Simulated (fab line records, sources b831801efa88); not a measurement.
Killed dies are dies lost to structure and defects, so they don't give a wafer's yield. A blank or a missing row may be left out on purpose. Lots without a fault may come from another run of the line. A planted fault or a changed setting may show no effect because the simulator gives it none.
Which tool did it? | flow sky130 | 6 lots, 18 wafers sampled, at 2 steps of a route of 708

WHAT THE GAUGES READ, wafer by wafer
SKY_SPACER_THK_MEAS_01.
lot  | measured     | on            | SPACER_CVD_00_THK (nm)
L610 | day 24 10:24 | film_metro-01 | 43.7 43.8 43.8
L614 | day 25 14:50 | film_metro-03 | 43.2 43.2 43.0
L618 | day 27 11:00 | film_metro-03 | 42.9 43.3 43.0
L621 | day 28 14:21 | film_metro-03 | 42.9 42.6 42.7
L628 | day 30 22:42 | film_metro-01 | 43.3 43.3 43.5
L631 | day 31 10:35 | film_metro-04 | 44.1 43.7 44.0

WHICH TOOL RAN EACH LOT (tool, then ch and the chambers of the sampled wafers, then the start)
lot  | SKY_LDD_HVP_STRIP_09
L610 | plasma_asher-04 ch 0,1, day 23 01:02
L614 | plasma_asher-03 ch 0,1, day 24 05:34
L618 | plasma_asher-01 ch 0,1, day 26 01:35
L621 | plasma_asher-03 ch 0,1, day 27 05:17
L628 | plasma_asher-03 ch 0,1, day 29 14:20
L631 | plasma_asher-01 ch 0,1, day 30 01:20
- SKY_LDD_HVP_STRIP_09: strips in O2/N2.

THE ANSWER, worked out from the rows above alone
Rule: what is usual is taken from the lots themselves. Put in order of their means at a reading, lots are off if they are a third of the lots or fewer, leave a main group of 4 or more, and stand apart from it by a gap of 3 or more times the standard deviation of the main group's means; of several such gaps the widest counts. A main group whose means are all the same, to the digits that the tables above print for the reading, isn't used. A lot without any number at a reading at which 4 lots or more have one is off too. The other lots that the step has rows for count as sound.
No lot is off at any reading shown: from this, nothing can be told.

WHAT THE SIMULATOR HAD PUT IN
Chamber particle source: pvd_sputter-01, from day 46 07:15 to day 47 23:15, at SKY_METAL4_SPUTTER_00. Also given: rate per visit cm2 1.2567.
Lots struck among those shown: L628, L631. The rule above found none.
